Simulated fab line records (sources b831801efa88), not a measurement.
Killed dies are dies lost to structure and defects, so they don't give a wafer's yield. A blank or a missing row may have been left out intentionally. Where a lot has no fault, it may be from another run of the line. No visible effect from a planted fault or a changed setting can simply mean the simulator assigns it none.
Chamber matching    flow sky130    4 sister chambers for SKY_POLY_GATE_ETCH_17 on rie_si-02
The step etches poly-Si in HBr/Cl2, stops on SiO2, target depth 180 nm, time 70.5 s. 4 wafers are shown with their chamber, then 12 later ones without.

## WAFERS, EACH WITH ITS CHAMBER
wafer   chamber  drypump_motor_current_A (A)
L085.1  3        6.0
L087.5  1        6.0
L089.4  2        5.2
L089.5  0        6.1

## WAFERS MISSING THEIR CHAMBER
wafer   drypump_motor_current_A (A)
L091.2  5.2
L091.3  6.0
L091.4  5.9
L097.1  6.0
L097.2  5.2
L097.4  6.0
L095.1  6.0
L095.3  6.0
L095.6  5.2
L096.2  5.2
L096.3  6.1
L096.4  6.0

## WHICH CHAMBER EACH WENT THROUGH
wafer   from the rows above      in truth
L091.2  2                        2
L091.3  can't be placed: 1 or 3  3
L091.4  can't be placed: 1 or 3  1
L097.1  can't be placed: 1 or 3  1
L097.2  2                        2
L097.4  can't be placed: 1 or 3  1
L095.1  can't be placed: 1 or 3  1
L095.3  can't be placed: 1 or 3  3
L095.6  2                        2
L096.2  2                        2
L096.3  0                        0
L096.4  can't be placed: 1 or 3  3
Placed correctly: 5 of 12. From these rows, 7 cannot be placed; in 7 the true chamber is one of the candidates. Wrongly placed: 0.
How it was worked out, from the rows above alone: a wafer's distance from a chamber is the root of the sum, over the readings, of the square of ((its reading less the chamber's mean) divided by the reading's scatter). If the next closest chamber is less than 2 further off than the closest, the wafer can't be placed; otherwise it belongs to the closest. Each chamber's mean is taken over the wafers shown for it. The scatter: root of mean squared gap, hidden wafer to nearest shown wafer, with one shown wafer a chamber.
